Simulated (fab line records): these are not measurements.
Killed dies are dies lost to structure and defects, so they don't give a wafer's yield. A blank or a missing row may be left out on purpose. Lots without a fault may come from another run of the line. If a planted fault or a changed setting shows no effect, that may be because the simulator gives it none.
Which tool is to blame? + flow sky130 + 39 wafers from 13 lots sampled at 5 of the route's 708 steps

WHAT THE GAUGES READ, wafer by wafer
SKY_POLY_GATE_CD_MEAS_13: the cd target is 150 nm. Usual: cd nm at 149.9 nm, with a standard deviation of 1.5.
| lot  | measured     | on        | cd nm (nm)        | flag |
|------|--------------|-----------|-------------------|------|
| L156 | day 17 11:12 | cd sem-01 | 150.1 149.3 149.8 |      |
| L155 | day 17 12:20 | cd sem-02 | 150.6 151.6 151.8 |      |
| L159 | day 18 13:00 | cd sem-01 | 152.6 151.8 151.6 |      |
| L160 | day 18 23:32 | cd sem-01 | 150.4 148.4 149.8 |      |
| L161 | day 19 07:51 | cd sem-01 | 149.6 150.1 148.0 |      |
| L162 | day 19 17:03 | cd sem-01 | 149.3 148.4 148.9 |      |
| L166 | day 20 19:41 | cd sem-02 | 152.2 151.0 150.7 |      |
| L167 | day 21 16:03 | cd sem-02 | 148.8 148.4 148.3 |      |
| L169 | day 22 06:48 | cd sem-02 | 150.9 150.3 151.2 |      |
| L170 | day 22 09:42 | cd sem-01 | 149.3 147.6 147.4 |      |
| L171 | day 22 13:06 | cd sem-01 | 171.0 170.7 171.4 | OFF  |
| L177 | day 24 22:18 | cd sem-02 | 148.9 149.6 150.3 |      |
| L178 | day 25 02:37 | cd sem-02 | 150.1 149.4 147.7 |      |

SKY_POLY_GATE_OVL_MEAS_14. Usual: for POLY_GATE_OVL the level is 5 nm and the standard deviation is 4.9.
| lot  | measured     | on         | POLY_GATE_OVL (nm) | flag |
|------|--------------|------------|--------------------|------|
| L156 | day 17 11:19 | overlay-01 | 12 12 13           |      |
| L155 | day 17 12:27 | overlay-01 | -2 -4 0            |      |
| L159 | day 18 13:07 | overlay-02 | 5 1 2              |      |
| L160 | day 18 23:38 | overlay-02 | 4 10 2             |      |
| L161 | day 19 07:58 | overlay-02 | 2 -2 0             |      |
| L162 | day 19 17:10 | overlay-01 | 3 1 3              |      |
| L166 | day 20 19:46 | overlay-01 | 9 10 -1            |      |
| L167 | day 21 16:10 | overlay-01 | 8 14 8             |      |
| L169 | day 22 06:55 | overlay-02 | 1 -1 6             |      |
| L170 | day 22 09:49 | overlay-02 | 4 4 9              |      |
| L171 | day 22 13:13 | overlay-02 | 1 -5 0             |      |
| L177 | day 24 22:24 | overlay-01 | 4 -3 -3            |      |
| L178 | day 25 02:41 | overlay-02 | 6 8 9              |      |

SKY_LDD_P_CD_MEAS_07: the cd target is 380 nm. Usual: cd nm at 380.1 nm, with a standard deviation of 2.3.
| lot  | measured     | on        | cd nm (nm)        | flag |
|------|--------------|-----------|-------------------|------|
| L156 | day 20 06:02 | cd sem-01 | 379.5 382.2 378.4 |      |
| L155 | day 20 06:03 | cd sem-02 | 377.4 380.1 379.2 |      |
| L159 | day 21 08:15 | cd sem-01 | 381.3 381.3 381.1 |      |
| L160 | day 21 20:17 | cd sem-01 | 379.6 380.0 378.3 |      |
| L161 | day 22 03:03 | cd sem-02 | 383.5 384.8 382.7 |      |
| L162 | day 22 11:00 | cd sem-02 | 379.3 377.4 375.0 |      |
| L166 | day 23 13:19 | cd sem-01 | 381.0 383.5 381.6 |      |
| L167 | day 24 12:21 | cd sem-01 | 383.0 381.6 380.8 |      |
| L169 | day 24 22:56 | cd sem-02 | 383.1 381.8 381.7 |      |
| L170 | day 25 02:40 | cd sem-01 | 378.6 380.3 375.7 |      |
| L171 | day 25 04:42 | cd sem-02 | 379.8 379.5 380.2 |      |
| L177 | day 27 12:46 | cd sem-01 | 381.4 382.0 381.4 |      |
| L178 | day 27 16:34 | cd sem-02 | 378.0 380.5 379.9 |      |

SKY_LDD_P_OVL_MEAS_08. Usual: for LDD_P_OVL the level is 0.7 nm and the standard deviation is 1.4.
| lot  | measured     | on         | LDD_P_OVL (nm) | flag |
|------|--------------|------------|----------------|------|
| L156 | day 20 06:09 | overlay-02 | 3.9 3.0 3.1    |      |
| L155 | day 20 06:10 | overlay-01 | 0.2 0.8 1.6    |      |
| L159 | day 21 08:22 | overlay-02 | 1.6 2.7 1.8    |      |
| L160 | day 21 20:23 | overlay-02 | 1.4 1.4 1.3    |      |
| L161 | day 22 03:10 | overlay-01 | -0.4 1.0 -0.1  |      |
| L162 | day 22 11:07 | overlay-01 | 0.1 1.5 -1.2   |      |
| L166 | day 23 13:23 | overlay-01 | 0.6 0.8 1.1    |      |
| L167 | day 24 12:28 | overlay-02 | -1.5 -2.0 -0.5 |      |
| L169 | day 24 23:03 | overlay-02 | -0.2 0.2 -0.2  |      |
| L170 | day 25 02:46 | overlay-01 | -0.5 -0.6 -0.7 |      |
| L171 | day 25 04:49 | overlay-02 | 0.7 0.7 1.7    |      |
| L177 | day 27 12:53 | overlay-01 | 1.3 0.9 1.3    |      |
| L178 | day 27 16:38 | overlay-02 | -1.2 -0.8 -1.7 |      |

WHICH TOOL RAN EACH LOT (tool, then ch and the chambers of the sampled wafers, then the start)
| lot  | SKY_POLY_GATE_EXPOSE_10           |
|------|-----------------------------------|
| L156 | krf scanner-02 ch 0, day 16 20:55 |
| L155 | krf scanner-01 ch 0, day 16 22:01 |
| L159 | krf scanner-01 ch 0, day 17 21:53 |
| L160 | krf scanner-01 ch 0, day 18 08:05 |
| L161 | krf scanner-02 ch 0, day 18 16:03 |
| L162 | krf scanner-02 ch 0, day 19 01:57 |
| L166 | krf scanner-01 ch 0, day 20 04:13 |
| L167 | krf scanner-01 ch 0, day 21 00:21 |
| L169 | krf scanner-01 ch 0, day 21 15:49 |
| L170 | krf scanner-01 ch 0, day 21 18:37 |
| L171 | krf scanner-01 ch 0, day 21 21:56 |
| L177 | krf scanner-02 ch 0, day 24 07:04 |
| L178 | krf scanner-02 ch 0, day 24 11:52 |
- SKY_POLY_GATE_EXPOSE_10: exposes mask P1M, target cd 150 nm.

AS READ BY THE TOOLS THEMSELVES (means over the sampled wafers that have a number; for cases with no such wafer, the mark the record gives instead)
SKY_POLY_GATE_EXPOSE_10. Usual: exposure dose mJ cm2 27.994, standard deviation 0.027; focus offset nm 0.1 nm, standard deviation 0.52; stage vel mm s 500.01 mm/s, standard deviation 0.26.
| lot  | tool           | exposure dose mJ cm2 | focus offset nm (nm) | stage vel mm s (mm/s) | flag |
|------|----------------|----------------------|----------------------|-----------------------|------|
| L156 | krf scanner-02 | 27.978               | -0.5                 | 500.06                |      |
| L155 | krf scanner-01 | 28.030               | 0.6                  | 500.25                |      |
| L159 | krf scanner-01 | 27.955               | -0.3                 | 500.31                |      |
| L160 | krf scanner-01 | 27.979               | 0.1                  | 500.42                |      |
| L161 | krf scanner-02 | 27.962               | 0.3                  | 500.17                |      |
| L162 | krf scanner-02 | 27.994               | -0.2                 | 499.75                |      |
| L166 | krf scanner-01 | 27.993               | 0.2                  | 500.32                |      |
| L167 | krf scanner-01 | 28.020               | 0.1                  | 500.06                |      |
| L169 | krf scanner-01 | 27.973               | 0.3                  | 500.12                |      |
| L170 | krf scanner-01 | 28.006               | 0.6                  | 499.67                |      |
| L171 | krf scanner-01 | 28.010               | -0.6                 | 499.75                |      |
| L177 | krf scanner-02 | 27.987               | 0.0                  | 499.82                |      |
| L178 | krf scanner-02 | 28.012               | 0.2                  | 500.10                |      |

THE ANSWER, worked out from the rows above alone
Rule: take the mean of a lot's wafers that have a number; if it is more than 3 standard deviations from the usual mean, the lot is off. Also off: a lot with no number at a reading for which 4 or more lots have one. The other lots that the step has rows for count as sound. First the gauges in route order, then the tools' own readings, where a lot's mean is used as printed above. At the first step where some lot is off, the reading lying furthest off is the one used; lots without a number count as furthest.
Off: L171 (SKY_POLY_GATE_CD_MEAS_13, cd nm).
If a tool, at a process step before that reading, ran all the lots that are off and no sound lot after the first of them, it fits. The gauges at SKY_POLY_GATE_CD_MEAS_13 are tried like those tools. Can't be told from this: 2 tools fit, krf scanner-01 at SKY_POLY_GATE_EXPOSE_10, cd sem-01 at SKY_POLY_GATE_CD_MEAS_13.

WHAT THE SIMULATOR HAD PUT IN
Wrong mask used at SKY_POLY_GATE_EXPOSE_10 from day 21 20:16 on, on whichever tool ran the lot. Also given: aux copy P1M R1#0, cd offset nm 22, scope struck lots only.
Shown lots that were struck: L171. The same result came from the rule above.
